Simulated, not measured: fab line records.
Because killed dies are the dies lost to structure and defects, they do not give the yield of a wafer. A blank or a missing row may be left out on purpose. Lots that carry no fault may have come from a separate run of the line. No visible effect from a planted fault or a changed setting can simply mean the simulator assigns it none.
fab line records + flow sky130
record:
- lots: 4
- wafers: 12
- last_day: 50
route steps=708 shown VIA3@575 METAL4@598 CAP2M@603 PAD_OPEN@708
lots that met no fault: from a run of the same line without faults
start_h: the number of hours between the record's first day and the start of the first shown wafer of the lot + wait_h: how many hours have passed since the lot's step before this one + " identical to the entry in the row above + L1.1+2: one row covering several wafers at once + - value missing, or start not given + * or withheld: withheld + < > ~ a bound
route shown NAME@n: a module of which the file shows steps, and the number in the route of the first + usual: the fault-free wafers' mean and standard deviation + same: alike in all rows + chamber/n: place in a boat + sites: per-site readings + _std_site: the standard deviation of these + _edge_site: mean of outer sites minus mean of inner sites + radius_mm: for every site, how far away it sits from the centre of the wafer + mask NAME#n: copy n + behind: the last tool/chamber to shape the wafer + hold: why the lot went on hold/how many hours it stayed there/how the hold came to an end + device: whichever transistor did not switch (one of n, p or np) + end of line: tests of these same wafers at the route's end + a step with no rows: only its recipe + killed: count of dies lost to structure and defects at first sort (not the wafer's yield) + map: the dies of a wafer, with x for killed, . for not killed, _ for no die there
set.NAME: the setting that was run; set.NAME@STEP: the one run at that earlier step + model.NAME: the simulator's own value behind a step, which no gauge read
lots at selected steps of the route; one table per step, one row per wafer
services: the hour from which a tool's chamber was out of use, counted from the record's first day as start_h (under 0 if before that day), plus the number of hours and why
== steps ==
step: SKY_VIA3_CMP_02
recipe:
- material: SiO2
- down_force_psi: 4
- platen_rpm: 60
- pad_velocity_m_s: 0.94248
step: SKY_VIA3_DEHYDRATE_04
recipe:
- temp_c: 200
- time_s: 60
step: SKY_VIA3_HMDS_05
recipe:
- prime_time_s: 60
- prime_temp_c: 120
step: SKY_VIA3_COAT_06
recipe:
- resist: BARC
- temp_c: withheld
- time_s: withheld
- spin_rpm: 3000
- resist_thk_nm: 60
step: SKY_VIA3_COAT_07
recipe:
- resist: KrF-thick
- spin_rpm: 3000
- resist_thk_nm: 450
step: SKY_VIA3_SOFTBAKE_08
recipe:
- temp_c: 100
- time_s: 90
- resist: KrF-thick
step: SKY_VIA3_EXPOSE_09
recipe:
- mask_id: VIM3
- na: 0.8
- source_shape: annular
- sigma_inner: 0.55
- sigma_outer: 0.85
- target_cd_nm: 200
- dose_mj: 38
step: SKY_VIA3_PEB_10
recipe:
- peb_temp_c: withheld
- peb_time_s: withheld
- resist: KrF-thick
step: SKY_VIA3_DEVELOP_11
recipe:
- develop_time_s: 60
- resist: KrF-thick
- dev_temp_c: 21
step: SKY_VIA3_ETCH_14
recipe:
- chemistry: N2/H2
- target: BARC
- ion_energy_ev: 200
- source_w: 500
- bias_w: 100
- pressure_mtorr: 30.83
- n2_flow_sccm: 100
- h2_flow_sccm: 200
- stop_on: SiO2
- time_s: 45.9
- target_depth_a: 600
usual:
- drypump_motor_current_A: 5.7/0.41
- oes_product_au: 0.854/0.0044
- throttle_valve_pct: 13.017/0.0092
| lot.wafer | tool        | chamber | start_h | wait_h | drypump_motor_current_A | oes_product_au | rf_hours_counter_h | throttle_valve_pct |
|-----------|-------------|---------|---------|--------|-------------------------|----------------|--------------------|--------------------|
| L580.1    | rie_diel-04 | 0       | 993.79  | 0.0    | 6.4                     | 0.853          | 13                 | 13.002             |
| L580.4    | "           | 1       | "       | "      | 5.7                     | 0.853          | 15                 | 13.015             |
| L580.5    | "           | 2       | "       | "      | 5.9                     | 0.851          | -                  | 13.013             |
| L582.1    | rie_diel-04 | 3       | 1000.49 | 0.0    | 5.5                     | 0.850          | 11                 | 13.012             |
| L582.2    | "           | 1       | "       | "      | 5.7                     | 0.857          | 16                 | 13.031             |
| L582.5    | "           | 0       | "       | "      | 6.3                     | 0.848          | -                  | 13.001             |
| L584.2    | rie_diel-04 | 0       | 1037.34 | 0.0    | 6.4                     | 0.849          | 14                 | 13.015             |
| L584.3    | "           | 1       | "       | "      | 5.7                     | 0.848          | 17                 | 13.017             |
| L584.5    | "           | 1       | "       | "      | 5.7                     | 0.855          | -                  | 13.005             |
| L593.1    | rie_diel-03 | 1       | 1068.17 | 0.0    | 5.8                     | 0.859          | 17                 | 13.036             |
| L593.2    | "           | 0       | "       | "      | 5.6                     | 0.859          | 7                  | 13.037             |
| L593.6    | "           | 1       | "       | "      | 5.8                     | 0.850          | -                  | 13.013             |
step: SKY_VIA3_ETCH_15
recipe:
- target: SiO2
- chemistry: C4F8/O2/Ar
- target_depth_nm: 507
- stop_on: TiN
- mask_material: KrF-thick
- source_w: 1500
- bias_w: 1200
- pressure_mtorr: 40
- c4f8_flow_sccm: withheld
- O2_flow_sccm: 6
- Ar_flow_sccm: 300
- time_s: 78
step: SKY_VIA3_STRIP_16
recipe:
- chemistry: O2/N2
- power_w: 1400
- pressure_mtorr: 1500
- platen_temp_c: withheld
- o2_flow_sccm: 3000
- n2_flow_sccm: 300
- overash_fraction: 0.5
step: SKY_VIA3_STRIP_17
recipe:
- chemistry: post_etch_residue_remover
- time_s: 1200
- temp_c: 72.5
step: SKY_VIA3_CLEAN_18
recipe:
- chemistry: IPA
- time_s: 180
- temp_c: 25
step: SKY_VIA3_CLEAN_19
recipe:
- chemistry: O3/DIW
- dry: n2_spin
step: SKY_VIA3_SPUTTER_20
recipe:
- material: TiN
- target_thk_nm: 20
- chamber_pressure_pa: 5
- power_w: 4000
- time_s: 80
step: SKY_VIA3_CVD_21
recipe:
- material: W
- target_thk_nm: 390
- time_s: 117.31
- temp_c: 400
- pressure_torr: 40
step: SKY_VIA3_CMP_24
recipe:
- stop_on: SiO2
- t_overpolish_s: 20
- down_force_psi: 3.5
- platen_rpm: 60
- target_thk_nm: 0
- pad_velocity_m_s: 0.94248
step: SKY_METAL4_SPUTTER_00
recipe:
- material: Ti
- target_thk_nm: 15
- power_w: 3000
- time_s: 10
- chamber_pressure_pa: 0.4
step: SKY_METAL4_SPUTTER_01
recipe:
- material: TiN
- target_thk_nm: 20
- power_w: 6500
- time_s: 16.7
- chamber_pressure_pa: 0.4
step: SKY_METAL4_SPUTTER_02
recipe:
- material: AlCu
- target_thk_nm: 735
- power_w: 10600
- time_s: 39.1
- chamber_pressure_pa: 0.4
step: SKY_METAL4_SPUTTER_03
recipe:
- material: Ti
- target_thk_nm: 5
- power_w: 3000
- time_s: 3.3
- chamber_pressure_pa: 0.4
step: SKY_METAL4_SPUTTER_04
recipe:
- material: TiN
- target_thk_nm: 70
- power_w: 6500
- time_s: 58.3
- chamber_pressure_pa: 0.4
step: SKY_CAP2M_CVD_00
recipe:
- material: SiO2
- target_thk_nm: 15.5
- temp_c: 400
- time_s: withheld
- rf_w: 450
step: SKY_CAP2M_SPUTTER_02
recipe:
- material: TiN
- target_thk_nm: 200
- temp_c: 300
- power_w: 6500
- time_s: 166.7
- chamber_pressure_pa: 0.4
step: SKY_CAP2M_DEHYDRATE_05
recipe:
- temp_c: 200
- time_s: 60
step: SKY_CAP2M_HMDS_06
recipe:
- prime_time_s: 60
- prime_temp_c: 120
step: SKY_CAP2M_COAT_07
recipe:
- resist: NOVOLAK
- spin_rpm: 3000
- resist_thk_nm: 1140
step: SKY_CAP2M_SOFTBAKE_08
recipe:
- temp_c: 90
- time_s: 60
- resist: NOVOLAK
step: SKY_CAP2M_EXPOSE_09
recipe:
- mask_id: CAP2M
- na: 0.6
- source_shape: conventional
- sigma_outer: 0.6
- polarization: unpolarized
- target_cd_nm: 1000
- dose_mj: 159
step: SKY_CAP2M_PEB_10
recipe:
- temp_c: withheld
- time_s: *
- resist: NOVOLAK
step: SKY_CAP2M_DEVELOP_11
recipe:
- resist: NOVOLAK
- developer: TMAH
- develop_time_s: 60
- dev_temp_c: 23
step: SKY_CAP2M_METAL_ETCH_13
recipe:
- target_depth_nm: 220
- stop_on: SiO2
- chemistry: Cl2/BCl3
- target: TiN
- pressure_mtorr: 10
- icp_w: 900
- bias_w: 49.07
- Cl2_flow_sccm: 60
- bcl3_flow_sccm: 30
- time_s: 62.9
step: SKY_PAD_OPEN_PROBE_99
usual:
- defect_limited_yield: 82.4/2.1
- killed_at_M0_to_M3: 44/7.4
- killed_at_M4_up: 3.2/2
- killed_at_contacts: 24/5.1
- killed_at_front_end: 15/4.8
- killed_at_other: 0.2/0.46
- killed_dies: 86/10
- killed_open: 47/7.5
- killed_short: 39/7
- sort_bin_3_pad_short: 0.9/0.4
- sort_bin_5_function: 10.4/1.5
- sort_bin_6_memory: 6.3/1.2
- sort_n_pass: 406/10
- sort_yield_pct: 82.4/2.1
same:
- gross_dies: 492
- killed_at_back_side: 0
- sort_bin_4_leakage[%]: 0
- sort_bin_8_speed[%]: 0
| lot.wafer | tool      | chamber | start_h | wait_h | defect_limited_yield[%] | killed_at_M0_to_M3 | killed_at_M4_up | killed_at_contacts | killed_at_front_end | killed_at_other | killed_dies | killed_open | killed_short | sort_bin_3_pad_short[%] | sort_bin_5_function[%] | sort_bin_6_memory[%] | sort_n_pass | sort_yield_pct[%] | model.etest.tester.sort_n_pass | model.etest.tester.sort_yield_pct | model.etest.tester.sort_bin_5_pct | model.etest.tester.sort_bin_3_pct |
|-----------|-----------|---------|---------|--------|-------------------------|--------------------|-----------------|--------------------|---------------------|-----------------|-------------|-------------|--------------|-------------------------|------------------------|----------------------|-------------|-------------------|--------------------------------|-----------------------------------|-----------------------------------|-----------------------------------|
| L580.1    | prober-02 | -       | 1130.18 | 0.1    | 83.7                    | 37                 | 3               | 23                 | 17                  | 0               | 80          | 42          | 38           | 1.2                     | 8.7                    | 6.3                  | 412         | 83.7              | 412                            | 83.74                             | 8.74                              | 1.22                              |
| L580.4    | prober-02 | -       | 1130.33 | 0.2    | 81.9                    | 42                 | 5               | 29                 | 12                  | 1               | 89          | 50          | 38           | 1.2                     | 10.6                   | 6.3                  | 403         | 81.9              | 403                            | 81.91                             | 10.57                             | 1.22                              |
| L580.5    | prober-02 | -       | 1130.38 | 0.2    | 80.7                    | 47                 | 5               | 25                 | 18                  | 0               | 95          | 45          | 49           | 1.6                     | 12.4                   | 5.3                  | 397         | 80.7              | 397                            | 80.69                             | 12.4                              | 1.626                             |
| L582.1    | prober-02 | -       | 1135.42 | 0.1    | 75.4                    | 68                 | 3               | 26                 | 23                  | 1               | 121         | 63          | 39           | 2.4                     | 14.0                   | 8.1                  | 371         | 75.4              | 371                            | 75.41                             | 14.02                             | 2.439                             |
| L582.2    | prober-02 | -       | 1135.47 | 0.1    | 72.6                    | 90                 | 4               | 32                 | 8                   | 1               | 135         | 52          | 34           | 3.3                     | 17.3                   | 6.9                  | 357         | 72.6              | 357                            | 72.56                             | 17.28                             | 3.252                             |
| L582.5    | prober-02 | -       | 1135.62 | 0.2    | 79.1                    | 69                 | 1               | 22                 | 11                  | 0               | 103         | 31          | 40           | 2.4                     | 12.6                   | 5.9                  | 389         | 79.1              | 389                            | 79.06                             | 12.6                              | 2.439                             |
| L584.2    | prober-01 | -       | 1167.03 | 0.1    | 73.8                    | 82                 | 3               | 31                 | 13                  | 0               | 129         | 58          | 39           | 3.3                     | 15.0                   | 7.9                  | 363         | 73.8              | 363                            | 73.78                             | 15.04                             | 3.252                             |
| L584.3    | prober-01 | -       | 1167.08 | 0.2    | 76.2                    | 83                 | 1               | 22                 | 10                  | 1               | 117         | 42          | 29           | 3.0                     | 14.4                   | 6.3                  | 375         | 76.2              | 375                            | 76.22                             | 14.43                             | 3.049                             |
| L584.5    | prober-01 | -       | 1167.18 | 0.2    | 74.8                    | 86                 | 2               | 26                 | 10                  | 0               | 124         | 48          | 28           | 2.0                     | 18.7                   | 4.5                  | 368         | 74.8              | 368                            | 74.8                              | 18.7                              | 2.033                             |
| L593.1    | prober-02 | -       | 1191.32 | 0.1    | 79.9                    | 42                 | 4               | 30                 | 23                  | 0               | 99          | 53          | 46           | 0.8                     | 10.6                   | 8.7                  | 393         | 79.9              | 393                            | 79.88                             | 10.57                             | 0.813                             |
| L593.2    | prober-02 | -       | 1191.37 | 0.1    | 81.9                    | 38                 | 4               | 22                 | 25                  | 0               | 89          | 52          | 37           | 0.6                     | 11.6                   | 5.9                  | 403         | 81.9              | 403                            | 81.91                             | 11.59                             | 0.6098                            |
| L593.6    | prober-02 | -       | 1191.57 | 0.2    | 82.1                    | 40                 | 3               | 23                 | 22                  | 0               | 88          | 47          | 41           | 1.2                     | 9.3                    | 7.3                  | 404         | 82.1              | 404                            | 82.11                             | 9.35                              | 1.22                              |
killed by level:class
L580.1 VIA1:geometric_particle:open=10 CONTACT:geometric_particle:open=7 VIA2:geometric_particle:open=7 FIELD_ISO:geometric_particle:open=6 LI_CONTACT:geometric_particle:open=6 CONTACT:geometric_particle:short=5 METAL3:geometric_particle:short=5 FIELD_ISO:geometric_particle:short=4
L580.4 LI_CONTACT:geometric_particle:open=12 CONTACT:geometric_particle:open=9 VIA1:geometric_particle:open=7 METAL2:geometric_particle:short=6 VIA2:geometric_particle:open=6 POLY_GATE:geometric_particle:short=5 LOCAL_INTERCONNECT:geometric_particle:short=5 METAL3:geometric_particle:open=5
L580.5 LI_CONTACT:geometric_particle:open=9 METAL1:geometric_particle:short=9 CONTACT:geometric_particle:open=7 VIA1:geometric_particle:short=6 VIA1:geometric_particle:open=6 VIA2:geometric_particle:open=5 METAL3:geometric_particle:short=5 POLY_GATE:geometric_particle:open=4
L582.1 VIA3:unspecified=19 VIA1:geometric_particle:open=15 CONTACT:geometric_particle:open=10 LI_CONTACT:geometric_particle:open=10 VIA2:geometric_particle:open=7 VIA1:geometric_particle:short=7 FIELD_ISO:geometric_particle:short=4 FIELD_ISO:geometric_particle:open=4
L582.2 VIA3:unspecified=49 CONTACT:geometric_particle:open=11 VIA1:geometric_particle:open=10 VIA3:geometric_particle:open=9 METAL2:geometric_particle:short=7 LI_CONTACT:geometric_particle:open=6 LOCAL_INTERCONNECT:geometric_particle:short=6 CONTACT:geometric_particle:short=5
L582.5 VIA3:unspecified=32 FIELD_ISO:geometric_particle:short=6 LOCAL_INTERCONNECT:geometric_particle:short=6 CONTACT:geometric_particle:open=6 VIA2:geometric_particle:open=6 METAL2:geometric_particle:short=5 VIA3:geometric_particle:open=5 LI_CONTACT:geometric_particle:open=4
L584.2 VIA3:unspecified=32 CONTACT:geometric_particle:open=13 VIA1:geometric_particle:open=10 METAL1:geometric_particle:short=9 LI_CONTACT:geometric_particle:open=8 CONTACT:geometric_particle:short=7 VIA3:geometric_particle:open=6 VIA2:geometric_particle:open=5
L584.3 VIA3:unspecified=46 VIA1:geometric_particle:open=11 CONTACT:geometric_particle:open=8 LI_CONTACT:geometric_particle:open=5 FIELD_ISO:geometric_particle:short=4 LOCAL_INTERCONNECT:geometric_particle:short=4 VIA1:geometric_particle:short=4 VIA2:geometric_particle:open=4
L584.5 VIA3:unspecified=47 VIA1:geometric_particle:open=13 CONTACT:geometric_particle:open=9 CONTACT:geometric_particle:short=6 VIA2:geometric_particle:open=6 METAL3:geometric_particle:short=5 LI_CONTACT:geometric_particle:open=4 METAL1:geometric_particle:short=4
L593.1 VIA1:geometric_particle:open=13 CONTACT:geometric_particle:open=8 VIA3:geometric_particle:open=8 CONTACT:geometric_particle:short=7 FIELD_ISO:geometric_particle:short=6 LOCAL_INTERCONNECT:geometric_particle:short=6 FIELD_ISO:geometric_particle:open=5 VIA2:geometric_particle:open=5
L593.2 VIA1:geometric_particle:open=12 LI_CONTACT:geometric_particle:open=9 FIELD_ISO:geometric_particle:short=8 CONTACT:geometric_particle:open=6 FIELD_ISO:geometric_particle:open=5 VIA3:geometric_particle:open=5 POLY_GATE:geometric_particle:short=4 VIA2:geometric_particle:open=4
L593.6 LI_CONTACT:geometric_particle:open=12 VIA1:geometric_particle:open=12 POLY_GATE:geometric_particle:short=8 METAL2:geometric_particle:short=8 FIELD_ISO:geometric_particle:open=5 FIELD_ISO:geometric_particle:short=4 CONTACT:geometric_particle:open=4 VIA3:geometric_particle:open=4
map L582.2 (x killed, . not)
__________...xx....._________
________.............._______
______.x..xx...........x_____
_____......xx.x.....x...x____
____.xxx.....x..x....xx.xx___
___.x.x....x.......x...x...__
__.xx...x............x.x...._
_..........x......x.x.x......
_.x.......................x..
_...xx.x...x...x.xx..x....xx.
_.x......x...x...........x..x
_....x.x..x...x..............
_..xx........xx.......x...x..
_...x....x..x....x..x.......x
_....xx..xxxx.......xx.......
__..xxxxxxxxx..x............_
___xxxxxxxxxxx.....x.......__
____xxxxxxxxxx.xx.........___
_____xxxxxxxx...x..x.....____
______xxxxxx......xx...x_____
________xx.x...x.x...x_______
__________........x._________
map L584.2 (x killed, . not)
__________...x......_________
________x..x.x.....xx._______
______.x..xx.x.....x...._____
_____.............x.x....____
____......xx..x.....x.....___
___x.......x..x.xx.....xx..__
__........x.......x....x.x.._
_..x......x....x.....x......x
_....x....xx...........x..x..
_...........x..x.....x.x..xx.
_.....x..x........x.x..x.....
_.x......x...................
_x..x....x................xx.
_...xx.........xx...xx.x.....
_........x....x......xx....xx
__xx...xx..x..........x.xx.x_
___....x...x....xx.xxxxxxxx__
____..x......x...x..xxxxxx___
_____.xx.....x...xxxxxxxx____
______.x....xxx..xxxxxxx_____
________..x..x..x...xx_______
__________....x.x.x._________
== services ==
| tool        | chamber | start_h | hours | kind   |
|-------------|---------|---------|-------|--------|
| rie_diel-03 | 2       | 971.56  | 6.0   | repair |
| rie_diel-03 | -       | 992.80  | 14.6  | pm     |
| rie_diel-04 | 2       | 994.08  | 6.2   | repair |
== key ==
first_sign:
- step: SKY_PAD_OPEN_PROBE_99
- reading: killed_at_M0_to_M3
- direction: up
- sigmas: 4.8
- usual: 44
- struck: 80
effect:
- step: SKY_PAD_OPEN_PROBE_99
- reading: sort_bin_3_pad_short
- direction: up
- sigmas: 4.7
- usual: 0.9
- struck: 2.7
model_effect:
- step: SKY_PAD_OPEN_PROBE_99
- value: etest.tester.sort_n_pass
- without: 403.5
- struck: 370.5
met_at SKY_VIA3_ETCH_14
struck_wafers L582.1,L582.2,L582.5,L584.2,L584.3,L584.5
onset_between 993.79 1000.49
fault:
- kind: chamber_particle_source
- tool: rie_diel-04
- chamber: -
- onset_h: 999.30
- steps: SKY_VIA3_ETCH_14
- rate_per_visit_cm2: 0.7302
- end_h: 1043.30
